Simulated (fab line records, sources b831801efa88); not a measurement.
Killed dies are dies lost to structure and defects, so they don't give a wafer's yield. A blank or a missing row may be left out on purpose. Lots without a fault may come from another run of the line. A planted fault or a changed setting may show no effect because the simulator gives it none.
Split-lot experiment | flow sfq_line | 5 lots, 21 wafers read, on a route of 325 steps

THE SPLIT
At SFQ_TRILAYER_R5_LITHO_COAT_136 (resist thk 600 nm), the setting resist_thk_nm was moved away from the recipe's 600 nm on 7 of the 21 wafers read, by -4.0% to +4.9%. The other wafers ran this setting at the recipe's value.

The file shows no step between the split and the reading.

THE READING
KrF_of_TRILAYER_R5_LITHO_COAT_136.thk_nm (the simulator's own value, which no gauge read), in nm, at SFQ_TRILAYER_R5_ETCH_METAL_ETCH_139 (etches the open film in Cl2, stops on SiO2, target depth 60 nm, time 40 s). The file gives no usual value for it. The 14 wafers here that ran the recipe average 499.7 nm, standard deviation 2.1 nm.

wafer  | tool, chamber at the split | resist_thk_nm as run, nm | against the recipe | KrF_of_TRILAYER_R5_LITHO_COAT_136.thk_nm, nm | against lot-mates on the recipe
L078.4 | litho_track-03, 0          | 600                      | recipe             | 498.3                                        | -
L078.5 | litho_track-03, 0          | 600                      | recipe             | 496.8                                        | -
L078.6 | litho_track-03, 0          | 600                      | recipe             | 495.1                                        | -
L079.1 | litho_track-03, 0          | 600                      | recipe             | 500.8                                        | -
L079.3 | litho_track-03, 0          | 600                      | recipe             | 499.6                                        | -
L079.4 | litho_track-03, 0          | 624.8                    | +4.1%              | 527.6                                        | +26.7
L079.5 | litho_track-03, 0          | 624.8                    | +4.1%              | 524.9                                        | +24.0
L079.6 | litho_track-03, 0          | 600                      | recipe             | 502.3                                        | -
L080.1 | litho_track-03, 0          | 575.8                    | -4.0%              | 476.5                                        | -23.2
L080.2 | litho_track-03, 0          | 600                      | recipe             | 498.8                                        | -
L080.3 | litho_track-03, 0          | 600                      | recipe             | 499.4                                        | -
L080.4 | litho_track-03, 0          | 600                      | recipe             | 500.8                                        | -
L080.6 | litho_track-03, 0          | 575.8                    | -4.0%              | 474.9                                        | -24.8
L084.1 | litho_track-02, 0          | 629.5                    | +4.9%              | 528.6                                        | +26.2
L084.2 | litho_track-02, 0          | 600                      | recipe             | 503.3                                        | -
L084.4 | litho_track-02, 0          | 600                      | recipe             | 501.5                                        | -
L084.5 | litho_track-02, 0          | 629.5                    | +4.9%              | 532.9                                        | +30.5
L084.6 | litho_track-02, 0          | 629.5                    | +4.9%              | 531.3                                        | +28.9
L085.1 | litho_track-01, 0          | 600                      | recipe             | 498.5                                        | -
L085.2 | litho_track-01, 0          | 600                      | recipe             | 501.2                                        | -
L085.5 | litho_track-01, 0          | 600                      | recipe             | 499.9                                        | -

THE FIT
A straight line over all 21 wafers: KrF_of_TRILAYER_R5_LITHO_COAT_136.thk_nm changes by +6.25 nm for each +1% of resist_thk_nm; r = +0.99; the points scatter about the line by 2 nm.
The same after taking each lot's own level away (the mean of its wafers on the recipe; 21 wafers): +5.92 nm for each +1%; r = +1.00; scatter 1.3 nm.
On that fit, the largest move of resist_thk_nm shifts the reading by 29 nm.
The lots' own levels span 496.73 to 502.40 nm, that is 2.7 times the standard deviation above.
So the lot-to-lot level changes the slope little: the two slopes agree.
Check: with one of the wafers moved furthest among these (+4.9%) left out of the fit, the line predicts +29.7 nm for it against its lot-mates. It came out at +26.2 nm against them.

OTHER SPLITS ON THESE WAFERS
These wafers also went through other splits before the reading. Each is held against what the fit with the lots' levels taken away leaves over:
other split on the same wafers                   | wafers away from the commonest value | r with KrF_of_TRILAYER_R5_LITHO_COAT_136.thk_nm (lot level and that fit taken away)
SFQ_TRILAYER_I4_VIA_ETCH_VIA_ETCH_106 source_w   | 7                                    | +0.24
SFQ_TRILAYER_JJ_TRILAYER_DEP_SPUTTER_110 power_w | 9                                    | -0.14
SFQ_TRILAYER_JJ_CE_LITHO_COAT_114 resist_thk_nm  | 8                                    | -0.25
SFQ_TRILAYER_JJ_CE_BARC_OPEN_RIE_150 icp_w       | 4                                    | -0.07
SFQ_TRILAYER_M5_LITHO_EXPOSE_124 dose_mj         | 6                                    | +0.24

THE WHOLE CHAIN: every reading that the file lists as answering this split, in the file's order
step                                | what it does                                                              | reading                                                                                   | change (the file's fit)              | r (the file's)
SFQ_TRILAYER_R5_LITHO_COAT_136      | resist thk 600 nm                                                         | KrF_of_TRILAYER_R5_LITHO_COAT_136.thk_nm (the simulator's own value, which no gauge read) | +6.07 nm for each +1% of the setting | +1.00
SFQ_TRILAYER_R5_ETCH_METAL_ETCH_139 | etches the open film in Cl2, stops on SiO2, target depth 60 nm, time 40 s | KrF_of_TRILAYER_R5_LITHO_COAT_136.thk_nm (the simulator's own value, which no gauge read) | +5.94 nm for each +1% of the setting | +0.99

THE FILE'S OWN FIT
KrF_of_TRILAYER_R5_LITHO_COAT_136.thk_nm changes by +5.94 nm for each +1% of resist_thk_nm, r = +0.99.
